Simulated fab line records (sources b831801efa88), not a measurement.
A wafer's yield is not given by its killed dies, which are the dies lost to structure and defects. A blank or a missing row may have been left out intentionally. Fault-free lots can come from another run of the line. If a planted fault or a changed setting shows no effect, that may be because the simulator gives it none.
Which of the tools did it? | flow gf180mcu | 14 lots, 42 wafers sampled, at 2 steps of a route of 602

== WHAT THE GAUGES SHOWED, per wafer ==
GF_STI_THK_MEAS_04.
lot  | measured    | on            | STI_CVD_03_THK (nm)
L828 | day 1 14:22 | film metro-02 | 207.3 208.0 207.2
L829 | day 1 18:34 | film metro-01 | 207.1 208.8 208.6
L830 | day 1 23:34 | film metro-01 | 206.1 207.1 209.3
L831 | day 2 04:34 | film metro-03 | 206.1 206.3 206.8
L832 | day 2 09:34 | film metro-03 | 208.6 206.9 208.3
L833 | day 2 14:34 | film metro-02 | 205.9 205.4 204.4
L834 | day 2 19:34 | film metro-03 | 210.8 212.3 212.0
L835 | day 3 00:34 | film metro-03 | 206.2 205.6 205.3
L838 | day 3 15:34 | film metro-01 | 208.3 208.1 207.7
L844 | day 4 21:48 | film metro-02 | 209.0 206.4 207.3
L847 | day 5 12:34 | film metro-03 | 206.8 208.2 207.0
L849 | day 6 00:22 | film metro-02 | 209.4 209.6 209.8
L850 | day 6 03:34 | film metro-02 | 204.4 204.1 204.0
L851 | day 6 09:03 | film metro-02 | 210.3 210.2 211.1

GF_STI_CD_MEAS_12: the cd target is 220 nm.
lot  | measured    | on        | cd nm (nm)
L828 | day 2 01:51 | cd sem-02 | 220.1 221.1 221.2
L829 | day 2 06:20 | cd sem-01 | 218.8 219.0 219.6
L830 | day 2 11:15 | cd sem-02 | 219.6 219.5 220.0
L831 | day 2 16:35 | cd sem-01 | 219.7 220.3 220.9
L832 | day 2 22:18 | cd sem-02 | 221.5 221.4 222.3
L833 | day 3 03:38 | cd sem-01 | 219.9 219.2 219.2
L834 | day 3 08:04 | cd sem-02 | 220.5 221.3 220.6
L835 | day 3 13:09 | cd sem-01 | 220.8 220.7 219.9
L838 | day 4 04:54 | cd sem-01 | 221.0 220.4 221.2
L844 | day 5 11:21 | cd sem-01 | 220.0 219.1 220.0
L847 | day 6 02:13 | cd sem-02 | 221.2 221.6 221.8
L849 | day 6 14:45 | cd sem-01 | 219.4 219.8 219.5
L850 | day 6 18:42 | cd sem-02 | 220.7 220.0 221.2
L851 | day 6 23:39 | cd sem-01 | 221.3 220.4 221.1

== EACH LOT AND THE TOOL THAT RAN IT (in order: tool; ch and the chambers of the sampled wafers; start) ==
No process step before these readings appears in the record.

== WHAT THE TOOLS THEMSELVES READ (means of the sampled wafers that have a number; where no wafer has one, the mark that the record gives instead) ==
The record holds no such reading with a usual standard deviation.

== THE ANSWER, worked out from the rows above alone ==
Rule: what is usual is taken from the lots themselves. The widest of any qualifying gaps counts: lots, ordered by their means at a reading, are off when they make up no more than a third of the lots, leave a main group of 4 or more, and stand apart from it by 3 or more times the standard deviation of that group's means. The tables above print the reading to a certain number of digits; a main group whose means all agree to those digits is not used. Also off: a lot with no number at a reading for which 4 or more lots have one. Any other lot the step has rows for is counted as sound. First the gauges in route order, then the tools' own readings, where a lot's mean is used as printed above. The first step at which some lot is off is used, and at that step the reading that is off furthest; a lot without a number counts as furthest.
Nothing can be told from this: no lot is off at any reading shown.

== WHAT THE SIMULATOR HAD PUT IN ==
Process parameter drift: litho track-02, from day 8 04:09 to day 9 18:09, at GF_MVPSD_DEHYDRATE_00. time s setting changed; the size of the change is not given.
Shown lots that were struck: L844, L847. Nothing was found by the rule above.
